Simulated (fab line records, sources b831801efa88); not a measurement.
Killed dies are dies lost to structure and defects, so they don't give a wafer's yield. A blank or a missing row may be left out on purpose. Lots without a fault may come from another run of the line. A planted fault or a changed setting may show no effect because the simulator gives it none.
Tool commonality check | flow gf180mcu | 13 lots, 39 wafers sampled

WHY IT WAS OPENED
At GF_SAB_CD_MEAS_09 the reading cd_nm is flagged on 1 of 13 lots. Wafers without a fault read 420.0 nm, standard deviation 2.1.
Rule: a lot is flagged when every wafer of it that has a number lies more than 4 standard deviations from that mean, or none has a number. The other lots count as sound.

lot  | measured     | on        | cd_nm (nm), wafer by wafer | flag
L740 | day 15 01:44 | cd_sem-01 | 417.0 416.5 417.6          |
L741 | day 15 13:04 | cd_sem-02 | 421.1 420.2 419.8          |
L742 | day 15 17:10 | cd_sem-02 | 420.2 420.0 423.9          |
L746 | day 17 01:06 | cd_sem-02 | 419.4 424.0 423.1          |
L747 | day 17 09:33 | cd_sem-01 | 418.4 419.2 417.0          |
L750 | day 18 16:17 | cd_sem-01 | 422.0 422.9 421.2          |
L754 | day 19 23:08 | cd_sem-01 | 482.2 482.7 483.9          | FLAGGED
L757 | day 21 02:25 | cd_sem-02 | 418.1 417.6 417.9          |
L758 | day 21 11:39 | cd_sem-02 | 419.1 421.6 420.0          |
L759 | day 21 20:36 | cd_sem-01 | 419.3 419.7 420.7          |
L760 | day 22 08:52 | cd_sem-01 | 421.9 420.6 421.6          |
L761 | day 23 06:43 | cd_sem-01 | 420.4 419.8 420.1          |
L762 | day 23 09:00 | cd_sem-02 | 416.3 418.4 417.4          |
The numbers of the flagged lots are 482.9 nm on average: +62.9 nm against the usual, or +30 standard deviations.

WHICH TOOL RAN EACH LOT
The record holds 1 process step before the reading, out of a route of 602 steps. In each cell: the tool, then ch and the chambers that the sampled wafers went through, then the start.
lot  | flag    | GF_SAB_EXPOSE_06
L740 |         | iline_stepper-01 ch 0, day 14 15:22
L741 |         | iline_stepper-01 ch 0, day 15 03:01
L742 |         | iline_stepper-01 ch 0, day 15 06:43
L746 |         | iline_stepper-01 ch 0, day 16 14:22
L747 |         | iline_stepper-01 ch 0, day 16 22:03
L750 |         | iline_stepper-02 ch 0, day 18 04:38
L754 | FLAGGED | iline_stepper-01 ch 0, day 19 11:20
L757 |         | iline_stepper-01 ch 0, day 20 14:59
L758 |         | iline_stepper-02 ch 0, day 20 23:49
L759 |         | iline_stepper-01 ch 0, day 21 08:40
L760 |         | iline_stepper-01 ch 0, day 21 21:19
L761 |         | iline_stepper-01 ch 0, day 22 18:57
L762 |         | iline_stepper-01 ch 0, day 22 22:42
What these steps do:
- GF_SAB_EXPOSE_06: exposes mask SAB, target cd 420 nm.
- GF_SAB_CD_MEAS_09: target cd 420 nm.

FLAGGED OVER TOTAL, TOOL BY TOOL (the gauges that took the reading come last)
step              | tool             | lots run | flagged | share of the flagged lots | sound lots run after its first flagged lot
GF_SAB_EXPOSE_06  | iline_stepper-01 | 11       | 1       | all                       | 5 (L757,L759,L760,L761,L762)
GF_SAB_EXPOSE_06  | iline_stepper-02 | 2        | 0       | none                      | -
GF_SAB_CD_MEAS_09 | cd_sem-01        | 7        | 1       | all                       | 3 (L759,L760,L761)
GF_SAB_CD_MEAS_09 | cd_sem-02        | 6        | 0       | none                      | -

WHAT THE TABLE ALLOWS
2 rows of the table ran every flagged lot: iline_stepper-01 at GF_SAB_EXPOSE_06, cd_sem-01 at GF_SAB_CD_MEAS_09.
- iline_stepper-01 at GF_SAB_EXPOSE_06: 1 of its 11 lots flagged. Sound lots ran on it after the first flagged one (L757, L759, L760, L761, L762), which a lasting fault on the whole tool wouldn't allow.
- cd_sem-01 at GF_SAB_CD_MEAS_09: 1 of its 7 lots flagged. Sound lots ran on it after the first flagged one (L759, L760, L761), which a lasting fault on the whole tool wouldn't allow.
No row of the table ran every flagged lot and no sound lot after the first.

WHAT THE SIMULATOR HAD PUT IN
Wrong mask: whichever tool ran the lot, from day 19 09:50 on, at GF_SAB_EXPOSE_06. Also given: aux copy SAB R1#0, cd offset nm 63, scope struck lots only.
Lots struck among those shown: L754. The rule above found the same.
